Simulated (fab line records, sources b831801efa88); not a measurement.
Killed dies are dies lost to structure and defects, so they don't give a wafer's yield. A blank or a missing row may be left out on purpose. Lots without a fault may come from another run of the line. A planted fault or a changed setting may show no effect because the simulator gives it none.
Chamber matching | flow gf180mcu | GF_V2_CMP_04 on cmp-02: 4 sister chambers
The step polishes SiO2. 24 wafers are shown with their chamber, then 12 later ones without.

WAFERS WITH THEIR CHAMBER
wafer  | chamber | motor_current_A (A) | time_to_endpoint_s (s)
L076.2 | 2       | 12.4                | 79
L076.3 | 1       | 14.0                | 86
L076.4 | 3       | 10.8                | 89
L077.2 | 3       | 10.5                | 83
L077.3 | 1       | 13.4                | 81
L077.5 | 2       | 11.8                | 83
L078.1 | 1       | 13.0                | 85
L078.2 | 2       | 12.3                | 79
L078.6 | 2       | 11.9                | 91
L080.3 | 0       | 12.1                | 80
L080.4 | 2       | 12.5                | 85
L080.5 | 3       | 11.3                | 84
L083.2 | 0       | 11.1                | 79
L083.3 | 2       | 11.2                | 78
L083.4 | 3       | 11.4                | 90
L083.1 | 1       | 13.7                | 79
L083.5 | 0       | 12.2                | 88
L083.6 | 1       | 14.4                | 82
L087.2 | 3       | 11.4                | 77
L087.3 | 1       | 13.9                | 79
L087.5 | 1       | 14.6                | 82
L089.3 | 2       | 11.6                | 78
L089.4 | 0       | 10.9                | 83
L089.6 | 0       | 11.8                | 88

SIGNATURES (means of the wafers above)
reading            | chamber 0 | chamber 1 | chamber 2 | chamber 3 | scatter within a chamber
motor_current_A    | 11.620    | 13.857    | 11.957    | 11.080    | 0.511
time_to_endpoint_s | 83.60     | 82.00     | 81.86     | 84.60     | 4.29
Rule: a wafer's distance from a chamber is the root of the sum, over the readings, of the square of ((its reading less the chamber's mean) divided by the reading's scatter). The wafer belongs to the nearest chamber; if the next one is less than 2 further off, it can't be placed. The scatter: the root of (the sum of the squares of (reading less its chamber's mean) over the shown wafers, divided by (wafers less chambers)).

WAFERS WITHOUT THEIR CHAMBER
wafer  | motor_current_A (A) | time_to_endpoint_s (s)
L090.1 | 11.9                | 78
L090.2 | 11.2                | 79
L090.3 | 11.7                | 80
L093.2 | 11.7                | 81
L093.3 | 13.5                | 82
L093.4 | 11.2                | 83
L095.1 | 14.1                | 90
L095.3 | 10.8                | 80
L095.5 | 12.4                | 87
L097.3 | 11.5                | 73
L097.4 | 13.6                | 83
L097.5 | 11.4                | 82

WHICH CHAMBER EACH WENT THROUGH
wafer  | from the rows above               | in truth
L090.1 | can't be placed: 2 or 0 or 3      | 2
L090.2 | can't be placed: 3 or 0 or 2      | 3
L090.3 | can't be placed: 2 or 0 or 3      | 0
L093.2 | can't be placed: 2 or 0 or 3      | 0
L093.3 | 1                                 | 1
L093.4 | can't be placed: 3 or 0 or 2      | 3
L095.1 | 1                                 | 1
L095.3 | can't be placed: 3 or 0 or 2      | 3
L095.5 | can't be placed: 2 or 0 or 3 or 1 | 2
L097.3 | can't be placed: 2 or 0 or 3      | 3
L097.4 | 1                                 | 1
L097.5 | can't be placed: 0 or 3 or 2      | 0
Placed correctly: 3 of 12. Can't be placed from these rows: 9 (the true chamber is among the candidates in 9). Placed wrongly: 0.
